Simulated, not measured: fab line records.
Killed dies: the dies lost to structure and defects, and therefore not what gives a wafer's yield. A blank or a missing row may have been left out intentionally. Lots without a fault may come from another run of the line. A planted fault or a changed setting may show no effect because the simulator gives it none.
Struck lot and sound lot, side by side :: flow sky130 :: 15 out of 708 route steps
Sound: wafers L536.1, L536.2, L536.4. Struck: wafer L539.3 (left out: L539.5, a lot-mate that was not struck); the cause follows at the end.
Each step with rows lists, per side, the tool, then ch with its chambers, then its first start. Under that, the readings that differ: sound wafers :: struck wafers :: difference of the means :: sigmas: that difference in standard deviations of wafers without a fault.
alike: words and numbers the same on both sides, and readings whose means are apart by under 2 such deviations; not compared: readings that were withheld, readings missing a value for some wafer, numbers with overlapping values and no deviation given by the record, and bounds like >300 which may hide the same value.
Wherever a step has rows on one side only, a row that says differs or no value, or a row with sigmas, the two part there. When numbers do not overlap yet have no deviation, they are printed without sigmas and do not part them. A reading missing from all wafers of one side parts the sides only when that side holds two or more wafers.

first, 2 steps without rows for these wafers: SKY_LDD_LDN_IMPLANT_10; SKY_LDD_LDN_IMPLANT_11.
SKY_LDD_LDN_STRIP_12: strips in O2/N2.
  sound on plasma asher-04 ch 0,1, day 27 05:23; struck on plasma asher-02 ch 1, day 27 21:34
  alike: drypump motor current A, o2 flow sccm, oes product au, strip time to endpoint s
  not compared: rf hours counter h
SKY_LDD_LDN_TW_MEAS_13:
  sound on film metro-03, day 27 05:29; struck on film metro-04, day 27 21:40
  alike: LDD_LDN_TW
then, 2 steps without rows for these wafers: SKY_LDD_LDN_CLEAN_14 (cleans in SC1/SC2, time 150 s); SKY_SPACER_CVD_00 (deposits Si3N4 from DCS/NH3, target thk 43.1 nm, time 740 s).
SKY_SPACER_THK_MEAS_01:
  sound on film metro-03, day 27 06:47; struck on film metro-03, day 28 18:23
reading: SPACER_CVD_00_THK (nm)
sound: 43.7 43.5 43.6
struck: 42.6
difference: -1.0
sigmas: -2
SKY_SPACER_ETCHBACK_02: etches Si3N4 in CH3F/O2, stops on SiO2, time 46.7 s, target depth 45 nm.
  sound on rie diel-01 ch 0,1,3, day 27 06:51; struck on rie diel-01 ch 2, day 28 18:26
reading: oes product au (a.u.)
sound: 0.871 0.849 0.866
struck: 0.845
difference: -0.017
sigmas: -3
  alike: bias w, drypump motor current A, throttle valve pct
  not compared: rf hours counter h
then, 4 steps without rows for these wafers: SKY_POLY_CUT_DEHYDRATE_00 (time 60 s); SKY_POLY_CUT_HMDS_01 (prime time 60 s); SKY_POLY_CUT_COAT_02 (resist thk 60 nm); SKY_POLY_CUT_COAT_03 (resist thk 450 nm).
SKY_POLY_CUT_SOFTBAKE_04: time 90 s.
  sound on litho track-03 ch 0, day 27 21:00; struck on litho track-04 ch 0, day 29 07:00
reading: heater power total W (W)
sound: 57.15 57.45 57.35
struck: 60.24
difference: +2.92
sigmas: +27

reading: run length s (s)
sound: 119.44 119.54 119.53
struck: 106.75
difference: -12.75
sigmas: -47
then, 1 step without rows for these wafers: SKY_POLY_CUT_EXPOSE_05 (exposes mask NPCM, target cd 270 nm).
SKY_PAD_OPEN_PROBE_99:
  the record has rows for the sound wafers here (prober-01, day 48 17:38) and none for the struck ones

== WHERE THEY PART ==
First at SKY_SPACER_THK_MEAS_01; last, within this record, at SKY_PAD_OPEN_PROBE_99.

WHY: what the simulator had put in
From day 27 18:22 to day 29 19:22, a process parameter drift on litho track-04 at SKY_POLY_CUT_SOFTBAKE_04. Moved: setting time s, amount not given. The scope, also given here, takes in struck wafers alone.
